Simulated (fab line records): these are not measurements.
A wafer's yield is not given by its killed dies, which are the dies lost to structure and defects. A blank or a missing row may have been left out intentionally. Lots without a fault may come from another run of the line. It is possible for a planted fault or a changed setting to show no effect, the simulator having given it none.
Matching of chambers | flow sfq-line | 4 sister chambers for SFQ_TRILAYER_I2_CMP_CMP_064 on cmp-01
The step polishes SiO2. 4 wafers are shown with their chamber, then 7 later ones without.

WAFERS WITH THEIR CHAMBER
wafer  | chamber | motor-current-A (A)
L515.2 | 0       | 10.4
L515.6 | 1       | 10.2
L517.2 | 3       | 10.2
L517.1 | 2       | 9.4

WAFERS WITHOUT THEIR CHAMBER
wafer  | motor-current-A (A)
L517.3 | 9.8
L518.1 | 10.4
L518.2 | 10.7
L518.3 | 10.1
L524.1 | 10.4
L526.1 | 10.8
L526.4 | 9.8

WHICH CHAMBER EACH ONE RAN IN
wafer  | from the rows above               | in truth
L517.3 | can't be placed: 1 or 3 or 2 or 0 | 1
L518.1 | can't be placed: 0 or 1 or 3      | 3
L518.2 | can't be placed: 0 or 1 or 3      | 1
L518.3 | can't be placed: 1 or 3 or 0      | 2
L524.1 | can't be placed: 0 or 1 or 3      | 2
L526.1 | can't be placed: 0 or 1 or 3      | 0
L526.4 | can't be placed: 1 or 3 or 2 or 0 | 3
Placed correctly: 0 of 7. From these rows, 7 cannot be placed; in 5 the true chamber is one of the candidates. 0 placed wrongly.
How it was worked out, from the rows above alone: a wafer's distance from a chamber is the root of the sum, over the readings, of the square of ((its reading less the chamber's mean) divided by the reading's scatter). The wafer belongs to the nearest chamber; if the next one is less than 2 further off, it can't be placed. For every chamber, the mean is computed from those of its wafers that are shown. The scatter: root of mean squared gap, hidden wafer to nearest shown wafer, with one shown wafer a chamber.
